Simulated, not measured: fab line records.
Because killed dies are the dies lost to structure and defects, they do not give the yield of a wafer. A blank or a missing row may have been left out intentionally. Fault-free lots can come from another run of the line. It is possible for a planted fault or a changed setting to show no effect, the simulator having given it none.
Matching of chambers + flow gf180mcu + GF_V3_CVD_02 on pecvd-03: 3 sister chambers
The step deposits SiO2 from TEOS, target thk 850 nm, time 94.851 s. 16 wafers are shown with their chamber, then 8 later ones without.

## WAFERS WITH THEIR CHAMBER
| wafer  | chamber | heater-power-outer-w (W) | heater-power-w (W) |
|--------|---------|--------------------------|--------------------|
| L081.3 | 2       | 440                      | 753                |
| L081.4 | 0       | 492                      | 774                |
| L081.6 | 2       | 316                      | 622                |
| L085.1 | 1       | 340                      | 631                |
| L085.3 | 2       | 415                      | 735                |
| L085.6 | 1       | 378                      | 680                |
| L088.1 | 0       | 409                      | 660                |
| L088.3 | 2       | 418                      | 753                |
| L088.6 | 2       | 318                      | 600                |
| L089.2 | 2       | 438                      | 772                |
| L089.4 | 2       | 315                      | 614                |
| L089.5 | 1       | 372                      | 673                |
| L091.1 | 0       | 488                      | 760                |
| L091.4 | 2       | 380                      | 717                |
| L091.5 | 1       | 409                      | 693                |
| L092.1 | 2       | 386                      | 718                |

SIGNATURES, as means of the wafers listed above
| reading              | chamber 0 | chamber 1 | chamber 2 | scatter within a chamber |
|----------------------|-----------|-----------|-----------|--------------------------|
| heater-power-outer-w | 463.00    | 374.75    | 380.67    | 46.9                     |
| heater-power-w       | 731.33    | 669.25    | 698.22    | 59.5                     |
Rule: a wafer lies at a distance from a chamber equal to the root of the sum of squares, over the readings, of (its reading less the chamber's mean, divided by the reading's scatter). The wafer belongs to the nearest chamber; if the next one is less than 2 further off, it can't be placed. The scatter: take each reading less its chamber's mean, square it, sum over the shown wafers, divide by the number of wafers less the number of chambers, and take the root.

## WAFERS WHOSE CHAMBER IS MISSING
| wafer  | heater-power-outer-w (W) | heater-power-w (W) |
|--------|--------------------------|--------------------|
| L092.4 | 389                      | 649                |
| L092.6 | 420                      | 737                |
| L093.1 | 423                      | 703                |
| L093.2 | 342                      | 621                |
| L093.3 | 387                      | 692                |
| L095.3 | 325                      | 612                |
| L095.5 | 390                      | 646                |
| L095.6 | 370                      | 689                |

## THE CHAMBER EACH PASSED THROUGH
| wafer  | from the rows above          | in truth |
|--------|------------------------------|----------|
| L092.4 | can't be placed: 1 or 2 or 0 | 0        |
| L092.6 | can't be placed: 0 or 2 or 1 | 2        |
| L093.1 | can't be placed: 2 or 0 or 1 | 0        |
| L093.2 | can't be placed: 1 or 2      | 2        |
| L093.3 | can't be placed: 2 or 1 or 0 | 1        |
| L095.3 | can't be placed: 1 or 2      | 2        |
| L095.5 | can't be placed: 1 or 2 or 0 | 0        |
| L095.6 | can't be placed: 2 or 1 or 0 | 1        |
Correct placement for 0 of the 8. From these rows, 8 cannot be placed; in 8 the true chamber is one of the candidates. Placed wrongly: 0.
